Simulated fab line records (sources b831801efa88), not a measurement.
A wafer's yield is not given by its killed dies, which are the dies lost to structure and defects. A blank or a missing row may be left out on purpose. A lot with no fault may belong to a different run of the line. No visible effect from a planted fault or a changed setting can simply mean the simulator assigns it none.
fab line records	flow sky130	part 1 of 2: steps 1 to 28 of 40
record: lots: 5	wafers: 15	last-day: 49
route steps=708 shown LDD_LDN@295 SPACER@304 POLY_CUT@307 SD_P@320 RES_XHIGH@332
lots that met no fault: from a run of the same line without faults
start-h: the number of hours between the record's first day and the start of the first shown wafer of the lot	wait-h: time in hours since the lot's previous step	" same as the row above	L1.1+2: a single row standing in for several wafers	- no value, or no start given	* or withheld: withheld	< > ~ a bound
route shown NAME@n: NAME is a module with steps in the file, n the number in the route of the first one	usual: the fault-free wafers' mean and standard deviation	same: alike in all rows	chamber/n: place in a boat	sites: readings site by site	_std_site: how widely they spread, as a standard deviation	_edge_site: outer sites' mean less inner sites'	radius-mm: how far each site lies from the wafer's centre	mask NAME#n: copy n	behind: the last tool/chamber to shape the wafer	hold: reason for holding the lot/hours on hold/outcome of the hold	device: whichever transistor did not switch (one of n, p or np)	end of line: the same wafers' tests at the end of the route	a step with no rows: only its recipe	killed: the dies lost at the first sort to structure and to defects; this is not the yield of the wafer	map: the dies of a wafer, with x for killed, . for not killed, _ for no die there
set.NAME: the run value of the setting; set.NAME@STEP: its run value at that earlier step	model.NAME: the simulator's own value behind a step, which no gauge read
lots at some steps of the route; a table a step, a row a wafer
services: from which hour (start-h, from the record's first day; less than 0 if before it) a tool's chamber was out of use, for how many hours, and why
== steps ==
step: SKY_LDD_LDN_DEVELOP_06
recipe: resist: NOVOLAK	developer: TMAH	develop-time-s: 60	dev-temp-c: 23
lot.wafer	tool	chamber	start-h	wait-h
L074.3+4+6	litho-track-02	0	537.17	0.1
L077.4+5+6	litho-track-03	0	552.29	0.1
L083.3+4+5	litho-track-02	0	606.67	0.1
L084.2+3+5	litho-track-03	0	613.69	0.1
L092.1+2+5	litho-track-03	0	669.91	0.1
step: SKY_LDD_LDN_OVL_MEAS_07
usual: LDD_LDN_OVL: -0.6/1.2
lot.wafer	tool	chamber	start-h	wait-h	LDD_LDN_OVL[nm]
L074.3	overlay-02	-	537.28	0.1	-0.3
L074.4	"	-	"	"	0.1
L074.6	"	-	"	"	-0.7
L077.4	overlay-02	-	552.38	0.1	-1.4
L077.5	"	-	"	"	-1.8
L077.6	"	-	"	"	-1.0
L083.3	overlay-02	-	606.78	0.1	-1.2
L083.4	"	-	"	"	-0.9
L083.5	"	-	"	"	-2.0
L084.2	overlay-02	-	613.82	0.1	-0.7
L084.3	"	-	"	"	-0.3
L084.5	"	-	"	"	-1.3
L092.1	overlay-02	-	670.06	0.1	-1.9
L092.2	"	-	"	"	-1.3
L092.5	"	-	"	"	-2.0
step: SKY_LDD_LDN_IMPLANT_08
recipe: species: As	energy-kev: 15	dose-cm2: 1.25e+13	tilt-deg: withheld	rotation-deg: 23
same: implant-ion-amu: 75
lot.wafer	tool	chamber	start-h	wait-h
L074.3+4+6	implanter-04	0	537.55	0.3
L077.4+5+6	implanter-04	0	552.48	0.1
L083.3+4+5	implanter-04	0	606.85	0.1
L084.2+3+5	implanter-04	0	613.88	0.0
L092.1+2+5	implanter-03	0	670.10	0.0
step: SKY_LDD_LDN_IMPLANT_09
recipe: species: As	energy-kev: 15	dose-cm2: 1.25e+13	tilt-deg: withheld	rotation-deg: 113
same: implant-ion-amu: 75
lot.wafer	tool	chamber	start-h	wait-h
L074.3+4+6	implanter-04	0	537.70	0.1
L077.4+5+6	implanter-04	0	552.63	0.1
L083.3+4+5	implanter-04	0	607.00	0.1
L084.2+3+5	implanter-04	0	614.03	0.1
L092.1+2+5	implanter-03	0	670.25	0.1
step: SKY_LDD_LDN_IMPLANT_10
recipe: species: As	energy-kev: 14.79	dose-cm2: 1.25e+13	tilt-deg: withheld	rotation-deg: 203
same: implant-ion-amu: 75
lot.wafer	tool	chamber	start-h	wait-h
L074.3+4+6	implanter-04	0	537.85	0.1
L077.4+5+6	implanter-04	0	552.78	0.1
L083.3+4+5	implanter-04	0	607.15	0.1
L084.2+3+5	implanter-04	0	614.18	0.1
L092.1+2+5	implanter-03	0	670.40	0.1
step: SKY_LDD_LDN_IMPLANT_11
recipe: species: As	energy-kev: 15	dose-cm2: 1.25e+13	tilt-deg: withheld	rotation-deg: 293
same: implant-ion-amu: 75
lot.wafer	tool	chamber	start-h	wait-h
L074.3+4+6	implanter-04	0	538.00	0.1
L077.4+5+6	implanter-04	0	552.93	0.1
L083.3+4+5	implanter-04	0	607.30	0.1
L084.2+3+5	implanter-04	0	614.33	0.1
L092.1+2+5	implanter-03	0	670.55	0.1
step: SKY_LDD_LDN_STRIP_12
recipe: chemistry: O2/N2	power-w: 1400	pressure-mtorr: 1500	platen-temp-c: withheld	o2-flow-sccm: 3000	n2-flow-sccm: 300	overash-fraction: 0.5
usual: drypump-motor-current-A: 6.01/0.25	n2-flow-sccm: 300.1/0.79	oes-product-au: 0.715/0.0046	strip-time-to-endpoint-s: 14.18/0.035
lot.wafer	tool	chamber	start-h	wait-h	drypump-motor-current-A	n2-flow-sccm	oes-product-au	rf-hours-counter-h	strip-time-to-endpoint-s
L074.3	plasma-asher-02	1	538.13	0.1	5.52	301.9	0.710	-	14.16
L074.4	"	0	"	"	6.37	300.9	0.711	-	14.17
L074.6	"	0	"	"	6.38	299.4	0.723	-	14.15
L077.4	plasma-asher-02	1	553.03	0.1	5.54	300.5	0.717	-	14.17
L077.5	"	1	"	"	5.55	299.3	0.718	-	14.18
L077.6	"	0	"	"	6.36	300.1	0.718	-	14.20
L083.3	plasma-asher-03	1	607.44	0.1	5.97	300.6	0.717	-	14.18
L083.4	"	0	"	"	6.16	300.2	0.728	-	14.12
L083.5	"	0	"	"	6.16	301.2	0.712	-	14.17
L084.2	plasma-asher-02	0	614.45	0.1	6.39	300.4	0.713	89	14.15
L084.3	"	0	"	"	6.36	300.1	0.719	-	14.22
L084.5	"	1	"	"	5.51	298.3	0.715	-	14.20
L092.1	plasma-asher-03	0	670.70	0.1	6.14	301.3	0.723	53	14.18
L092.2	"	1	"	"	5.96	299.7	0.718	53	14.17
L092.5	"	1	"	"	5.93	300.5	0.713	-	14.21
step: SKY_LDD_LDN_TW_MEAS_13
usual: LDD_LDN_TW: 1475/9.3
lot.wafer	tool	chamber	start-h	wait-h	LDD_LDN_TW
L074.3	film-metro-03	-	538.22	0.1	1486
L074.4	"	-	"	"	1484
L074.6	"	-	"	"	1485
L077.4	film-metro-02	-	553.13	0.1	1478
L077.5	"	-	"	"	1495
L077.6	"	-	"	"	1483
L083.3	film-metro-03	-	607.52	0.1	1467
L083.4	"	-	"	"	1470
L083.5	"	-	"	"	1462
L084.2	film-metro-04	-	614.56	0.1	1461
L084.3	"	-	"	"	1475
L084.5	"	-	"	"	1472
L092.1	film-metro-03	-	670.80	0.1	1464
L092.2	"	-	"	"	1462
L092.5	"	-	"	"	1465
step: SKY_LDD_LDN_CLEAN_14
recipe: chemistry: SC1/SC2	mix: 1:4:20	temp-c: 70	time-s: 150	dry: n2-spin
usual: bath-guard-temp-C: 70.0/0.46	temp-c: 69.99/0.12
lot.wafer	tool	chamber	start-h	wait-h	bath-guard-temp-C	temp-c
L074.3	wet-bench-04	3	538.26	0.0	69.7	69.92
L074.4	"	3	"	"	69.7	69.93
L074.6	"	3	"	"	69.4	70.20
L077.4	wet-bench-02	1	553.16	0.0	70.4	69.99
L077.5	"	1	"	"	69.9	70.09
L077.6	"	1	"	"	70.5	70.10
L083.3	wet-bench-04	0	607.56	0.0	70.4	70.04
L083.4	"	0	"	"	71.0	70.03
L083.5	"	0	"	"	70.4	69.92
L084.2	wet-bench-04	2	614.61	0.0	69.9	69.85
L084.3	"	2	"	"	70.1	69.96
L084.5	"	2	"	"	70.0	70.06
L092.1	wet-bench-04	1	670.86	0.1	69.2	69.84
L092.2	"	1	"	"	69.3	69.88
L092.5	"	1	"	"	69.3	69.89
step: SKY_SPACER_CVD_00
recipe: material: Si3N4	precursor: DCS/NH3	target-thk-nm: 43.1	temp-c: 770	time-s: 740	pressure-mtorr: 250
usual: zone-power-centre-pct: 14.43/0.25
lot.wafer	tool	chamber	start-h	wait-h	zone-power-centre-pct
L074.3	lpcvd-02	1	538.72	0.4	14.26
L074.4	"	1	"	"	14.87
L074.6	"	1	"	"	14.45
L077.4	lpcvd-02	0	553.21	0.0	14.01
L077.5	"	0	"	"	13.91
L077.6	"	0	"	"	14.30
L083.3	lpcvd-02	0	607.61	0.0	14.24
L083.4	"	0	"	"	14.14
L083.5	"	0	"	"	14.11
L084.2	lpcvd-02	0	615.11	0.4	14.03
L084.3	"	0	"	"	14.12
L084.5	"	0	"	"	14.06
L092.1	lpcvd-02	1	670.91	0.0	14.67
L092.2	"	1	"	"	14.69
L092.5	"	1	"	"	14.45
step: SKY_SPACER_THK_MEAS_01
recipe: reads: Si3N4_of_SPACER_CVD_00
usual: SPACER_CVD_00_THK: 43.0/0.41
lot.wafer	tool	chamber	start-h	wait-h	SPACER_CVD_00_THK[nm]
L074.3	film-metro-01	-	539.95	0.0	43.0
L074.4	"	-	"	"	42.8
L074.6	"	-	"	"	43.1
L077.4	film-metro-03	-	554.45	0.0	42.8
L077.5	"	-	"	"	42.0
L077.6	"	-	"	"	42.5
L083.3	film-metro-02	-	608.84	0.0	43.9
L083.4	"	-	"	"	43.9
L083.5	"	-	"	"	44.0
L084.2	film-metro-01	-	616.32	0.0	42.9
L084.3	"	-	"	"	43.3
L084.5	"	-	"	"	42.9
L092.1	film-metro-03	-	672.12	0.0	42.2
L092.2	"	-	"	"	42.2
L092.5	"	-	"	"	42.2
step: SKY_SPACER_ETCHBACK_02
recipe: chemistry: CH3F/O2	target: Si3N4	stop-on: SiO2	source-w: 400	bias-w: 80	pressure-mtorr: 25	ch3f-flow-sccm: 40	O2_flow_sccm: 30	time-s: 46.7	target-depth-a: 450
usual: drypump-motor-current-A: 5.6/0.51	oes-product-au: 0.854/0.0068	throttle-valve-pct: 10.562/0.0085
lot.wafer	tool	chamber	start-h	wait-h	drypump-motor-current-A	oes-product-au	rf-hours-counter-h	throttle-valve-pct
L074.3	rie-diel-03	0	539.99	0.0	6.4	0.854	14	10.557
L074.4	"	3	"	"	6.0	0.853	70	10.571
L074.6	"	1	"	"	6.0	0.856	-	10.562
L077.4	rie-diel-04	1	554.48	0.0	4.9	0.853	11	10.573
L077.5	"	0	"	"	5.6	0.851	-	10.556
L077.6	"	3	"	"	5.8	0.850	-	10.560
L083.3	rie-diel-04	2	608.88	0.0	4.8	0.870	6	10.572
L083.4	"	3	"	"	5.7	0.862	19	10.566
L083.5	"	0	"	"	5.6	0.864	-	10.570
L084.2	rie-diel-01	3	616.37	0.0	4.9	0.858	2	10.564
L084.3	"	2	"	"	5.5	0.851	0	10.570
L084.5	"	0	"	"	5.6	0.849	-	10.548
L092.1	rie-diel-03	2	672.18	0.1	6.0	0.839	1	10.554
L092.2	"	1	"	"	6.0	0.842	16	10.574
L092.5	"	2	"	"	6.0	0.839	-	10.561
step: SKY_POLY_CUT_DEHYDRATE_00
recipe: temp-c: 200	time-s: 60
usual: heater-power-total-W: 160.38/0.12
lot.wafer	tool	chamber	start-h	wait-h	heater-power-total-W
L074.3	litho-track-03	0	554.26	14.3	160.52
L074.4	"	0	"	"	160.40
L074.6	"	0	"	"	160.53
L077.4	litho-track-04	0	568.58	14.1	160.59
L077.5	"	0	"	"	160.48
L077.6	"	0	"	"	160.60
L083.3	litho-track-01	0	622.99	14.1	160.28
L083.4	"	0	"	"	160.17
L083.5	"	0	"	"	160.49
L084.2	litho-track-03	0	630.74	14.3	160.18
L084.3	"	0	"	"	160.43
L084.5	"	0	"	"	160.33
L092.1	litho-track-01	0	686.14	13.9	160.56
L092.2	"	0	"	"	160.39
L092.5	"	0	"	"	160.44
step: SKY_POLY_CUT_HMDS_01
recipe: prime-time-s: 60	prime-temp-c: 120
lot.wafer	tool	chamber	start-h	wait-h
L074.3+4+6	litho-track-03	0	554.41	0.1
L077.4+5+6	litho-track-04	0	568.73	0.1
L083.3+4+5	litho-track-01	0	623.14	0.1
L084.2+3+5	litho-track-03	0	630.89	0.1
L092.1+2+5	litho-track-01	0	686.29	0.1
step: SKY_POLY_CUT_COAT_02
recipe: resist: BARC	temp-c: withheld	time-s: withheld	spin-rpm: 3000	resist-thk-nm: 60
lot.wafer	tool	chamber	start-h	wait-h
L074.3+4+6	litho-track-03	0	554.56	0.1
L077.4+5+6	litho-track-04	0	568.88	0.1
L083.3+4+5	litho-track-01	0	623.29	0.1
L084.2+3+5	litho-track-03	0	631.04	0.1
L092.1+2+5	litho-track-01	0	686.44	0.1
step: SKY_POLY_CUT_COAT_03
recipe: resist: KrF-thick	spin-rpm: 3000	resist-thk-nm: 450
lot.wafer	tool	chamber	start-h	wait-h
L074.3+4+6	litho-track-03	0	-	-
L077.4+5+6	litho-track-04	0	-	-
L083.3+4+5	litho-track-01	0	-	-
L084.2+3+5	litho-track-03	0	-	-
L092.1+2+5	litho-track-01	0	-	-
step: SKY_POLY_CUT_SOFTBAKE_04
recipe: temp-c: 100	time-s: 90	resist: KrF-thick
usual: heater-power-total-W: 57.37/0.11
lot.wafer	tool	chamber	start-h	wait-h	heater-power-total-W
L074.3	litho-track-03	0	-	-	57.24
L074.4	"	0	"	"	57.41
L074.6	"	0	"	"	57.43
L077.4	litho-track-04	0	-	-	57.22
L077.5	"	0	"	"	57.32
L077.6	"	0	"	"	57.15
L083.3	litho-track-01	0	-	-	57.51
L083.4	"	0	"	"	57.33
L083.5	"	0	"	"	57.22
L084.2	litho-track-03	0	-	-	57.34
L084.3	"	0	"	"	57.36
L084.5	"	0	"	"	57.44
L092.1	litho-track-01	0	-	-	57.42
L092.2	"	0	"	"	57.38
L092.5	"	0	"	"	57.39
step: SKY_POLY_CUT_EXPOSE_05
recipe: mask-id: NPCM	na: 0.8	source-shape: annular	sigma-inner: 0.55	sigma-outer: 0.85	target-cd-nm: 270	dose-mj: 32
same: sigma-inner: 0.55
lot.wafer	tool	chamber	start-h	wait-h	mask
L074.3+4+6	krf-scanner-02	0	-	-	NPCM#0
L077.4+5+6	krf-scanner-01	0	-	-	NPCM#0
L083.3+4+5	krf-scanner-01	0	-	-	NPCM#0
L084.2+3+5	krf-scanner-01	0	-	-	NPCM#0
L092.1+2+5	krf-scanner-01	0	-	-	NPCM#0
step: SKY_POLY_CUT_PEB_06
recipe: peb-temp-c: withheld	peb-time-s: withheld	resist: KrF-thick
lot.wafer	tool	chamber	start-h	wait-h
L074.3+4+6	litho-track-03	0	-	-
L077.4+5+6	litho-track-01	0	-	-
L083.3+4+5	litho-track-01	0	-	-
L084.2+3+5	litho-track-04	0	-	-
L092.1+2+5	litho-track-01	0	-	-
step: SKY_POLY_CUT_DEVELOP_07
recipe: develop-time-s: 60	resist: KrF-thick	dev-temp-c: 21
lot.wafer	tool	chamber	start-h	wait-h
L074.3+4+6	litho-track-03	0	-	-
L077.4+5+6	litho-track-01	0	-	-
L083.3+4+5	litho-track-01	0	-	-
L084.2+3+5	litho-track-04	0	-	-
L092.1+2+5	litho-track-01	0	-	-
step: SKY_POLY_CUT_CD_MEAS_08
recipe: target-cd-nm: 270
usual: cd-nm: 270.0/1.4
lot.wafer	tool	chamber	start-h	wait-h	cd-nm
L074.3	cd-sem-01	-	569.80	-	270.8
L074.4	"	-	"	"	269.1
L074.6	"	-	"	"	271.4
L077.4	cd-sem-02	-	584.15	-	269.9
L077.5	"	-	"	"	270.5
L077.6	"	-	"	"	271.6
L083.3	cd-sem-02	-	637.88	-	269.5
L083.4	"	-	"	"	268.5
L083.5	"	-	"	"	268.1
L084.2	cd-sem-02	-	645.73	-	273.4
L084.3	"	-	"	"	272.8
L084.5	"	-	"	"	273.3
L092.1	cd-sem-01	-	700.59	-	267.8
L092.2	"	-	"	"	270.2
L092.5	"	-	"	"	270.0
step: SKY_POLY_CUT_OVL_MEAS_09
usual: POLY_CUT_OVL: -3/5.5
lot.wafer	tool	chamber	start-h	wait-h	POLY_CUT_OVL[nm]
L074.3	overlay-02	-	569.90	0.1	-4
L074.4	"	-	"	"	-5
L074.6	"	-	"	"	-7
L077.4	overlay-02	-	584.22	0.1	-6
L077.5	"	-	"	"	-6
L077.6	"	-	"	"	-7
L083.3	overlay-01	-	637.97	0.1	3
L083.4	"	-	"	"	0
L083.5	"	-	"	"	-1
L084.2	overlay-02	-	645.84	0.1	-3
L084.3	"	-	"	"	-2
L084.5	"	-	"	"	-8
L092.1	overlay-02	-	700.71	0.1	-11
L092.2	"	-	"	"	-3
L092.5	"	-	"	"	-7
step: SKY_POLY_CUT_ETCH_10
recipe: chemistry: N2/H2	target: BARC	ion-energy-ev: 200	source-w: 500	bias-w: 100	pressure-mtorr: 30	n2-flow-sccm: 100	h2-flow-sccm: 200	stop-on: SiO2	time-s: 45.9	target-depth-a: 600
usual: drypump-motor-current-A: 5.6/0.48	n2-flow-sccm: 100.0/0.34	oes-product-au: 0.855/0.0047	throttle-valve-pct: 13.225/0.0089
lot.wafer	tool	chamber	start-h	wait-h	drypump-motor-current-A	n2-flow-sccm	oes-product-au	rf-hours-counter-h	throttle-valve-pct
L074.3	rie-diel-02	0	569.92	0.0	6.0	100.6	0.860	62	13.239
L074.4	"	2	"	"	5.8	100.3	0.857	13	13.215
L074.6	"	1	"	"	6.2	100.2	0.853	-	13.235
L077.4	rie-diel-04	1	584.24	0.0	4.9	100.5	0.861	11	13.211
L077.5	"	1	"	"	4.9	99.8	0.856	-	13.234
L077.6	"	0	"	"	5.6	99.3	0.854	-	13.226
L083.3	rie-diel-04	1	637.99	0.0	4.9	99.8	0.855	12	13.239
L083.4	"	3	"	"	5.8	100.5	0.847	20	13.222
L083.5	"	1	"	"	4.9	99.9	0.857	-	13.226
L084.2	rie-diel-01	0	645.87	0.0	5.7	99.7	0.850	19	13.213
L084.3	"	2	"	"	5.5	100.0	0.857	1	13.228
L084.5	"	2	"	"	5.6	100.5	0.852	-	13.224
L092.1	rie-diel-01	0	700.74	0.0	5.7	100.2	0.852	20	13.220
L092.2	"	2	"	"	5.5	100.8	0.856	2	13.228
L092.5	"	1	"	"	6.3	100.2	0.859	-	13.234
step: SKY_POLY_CUT_ETCH_11
recipe: target: Si3N4	chemistry: CF4/CH2F2/Ar	stop-on: poly-Si	source-w: 600	bias-w: 150	pressure-mtorr: 40	cf4-flow-sccm: 40	ch2f2-flow-sccm: 20	Ar_flow_sccm: 150	time-s: 42.5	target-depth-a: 600
usual: ch2f2-flow-sccm: 20.00/0.06	drypump-motor-current-A: 5.6/0.48	oes-product-au: 0.830/0.006	throttle-valve-pct: 14.994/0.0085
lot.wafer	tool	chamber	start-h	wait-h	ch2f2-flow-sccm	drypump-motor-current-A	oes-product-au	rf-hours-counter-h	throttle-valve-pct
L074.3	rie-diel-02	0	569.96	0.0	19.92	6.1	0.832	62	14.991
L074.4	"	2	"	"	20.01	5.8	0.830	13	15.002
L074.6	"	1	"	"	19.95	6.2	0.837	-	15.000
L077.4	rie-diel-04	1	584.28	0.0	20.06	4.9	0.831	11	14.990
L077.5	"	1	"	"	20.01	4.9	0.820	-	14.999
L077.6	"	0	"	"	19.98	5.5	0.824	-	14.990
L083.3	rie-diel-04	1	638.04	0.0	20.01	4.9	0.832	12	14.986
L083.4	"	3	"	"	19.87	5.8	0.835	20	14.996
L083.5	"	1	"	"	20.02	4.9	0.830	-	15.002
L084.2	rie-diel-01	0	645.91	0.0	19.88	5.6	0.843	19	14.983
L084.3	"	2	"	"	19.99	5.6	0.838	1	14.981
L084.5	"	2	"	"	20.10	5.6	0.830	-	14.989
L092.1	rie-diel-01	0	700.79	0.0	19.95	5.7	0.837	20	14.998
L092.2	"	2	"	"	20.01	5.5	0.832	2	14.987
L092.5	"	1	"	"	19.93	6.3	0.827	-	14.993
step: SKY_POLY_CUT_STRIP_12
recipe: chemistry: O2/N2	power-w: 1400	pressure-mtorr: 1500	platen-temp-c: withheld	o2-flow-sccm: 3000	n2-flow-sccm: 300	overash-fraction: 0.5
usual: drypump-motor-current-A: 5.94/0.16	n2-flow-sccm: 299.9/0.87	oes-product-au: 0.452/0.0043	strip-time-to-endpoint-s: 5.360/0.017
lot.wafer	tool	chamber	start-h	wait-h	drypump-motor-current-A	n2-flow-sccm	oes-product-au	rf-hours-counter-h	strip-time-to-endpoint-s
L074.3	plasma-asher-04	1	570.04	0.1	5.98	300.5	0.456	-	5.359
L074.4	"	0	"	"	6.09	298.7	0.452	-	5.367
L074.6	"	0	"	"	6.07	299.2	0.460	-	5.378
L077.4	plasma-asher-03	1	584.36	0.1	5.98	300.8	0.453	-	5.378
L077.5	"	0	"	"	6.14	300.7	0.453	-	5.373
L077.6	"	1	"	"	5.97	300.4	0.450	-	5.403
L083.3	plasma-asher-04	1	638.11	0.1	6.02	299.5	0.451	-	5.357
L083.4	"	0	"	"	6.06	298.7	0.452	-	5.358
L083.5	"	0	"	"	6.07	299.2	0.455	-	5.343
L084.2	plasma-asher-03	1	645.95	0.0	5.94	300.6	0.456	50	5.358
L084.3	"	0	"	"	6.13	300.7	0.447	-	5.340
L084.5	"	1	"	"	5.95	301.0	0.455	-	5.326
L092.1	plasma-asher-04	1	700.83	0.0	6.00	300.3	0.448	88	5.336
L092.2	"	0	"	"	6.03	300.1	0.456	88	5.375
L092.5	"	0	"	"	6.07	299.6	0.450	-	5.370
step: SKY_SD_P_DEHYDRATE_00
recipe: temp-c: 200	time-s: 60
usual: heater-power-total-W: 160.36/0.12
lot.wafer	tool	chamber	start-h	wait-h	heater-power-total-W
L074.3	litho-track-01	0	584.44	14.4	160.41
L074.4	"	0	"	"	160.56
L074.6	"	0	"	"	160.30
L077.4	litho-track-03	0	598.79	14.4	160.57
L077.5	"	0	"	"	160.40
L077.6	"	0	"	"	160.35
L083.3	litho-track-03	0	652.56	14.4	160.24
L083.4	"	0	"	"	160.31
L083.5	"	0	"	"	160.32
L084.2	litho-track-03	0	659.69	13.7	160.30
L084.3	"	0	"	"	160.31
L084.5	"	0	"	"	160.16
L092.1	litho-track-02	0	715.32	14.5	160.31
L092.2	"	0	"	"	160.31
L092.5	"	0	"	"	160.11
step: SKY_SD_P_HMDS_01
recipe: prime-time-s: 60	prime-temp-c: 120
lot.wafer	tool	chamber	start-h	wait-h
L074.3+4+6	litho-track-01	0	584.59	0.1
L077.4+5+6	litho-track-03	0	598.94	0.1
L083.3+4+5	litho-track-03	0	652.71	0.1
L084.2+3+5	litho-track-03	0	659.84	0.1
L092.1+2+5	litho-track-02	0	715.47	0.1
step: SKY_SD_P_COAT_02
recipe: resist: NOVOLAK	spin-rpm: 3000	resist-thk-nm: 1140
lot.wafer	tool	chamber	start-h	wait-h
L074.3+4+6	litho-track-01	0	584.74	0.1
L077.4+5+6	litho-track-03	0	599.09	0.1
L083.3+4+5	litho-track-03	0	652.86	0.1
L084.2+3+5	litho-track-03	0	659.99	0.1
L092.1+2+5	litho-track-02	0	715.62	0.1
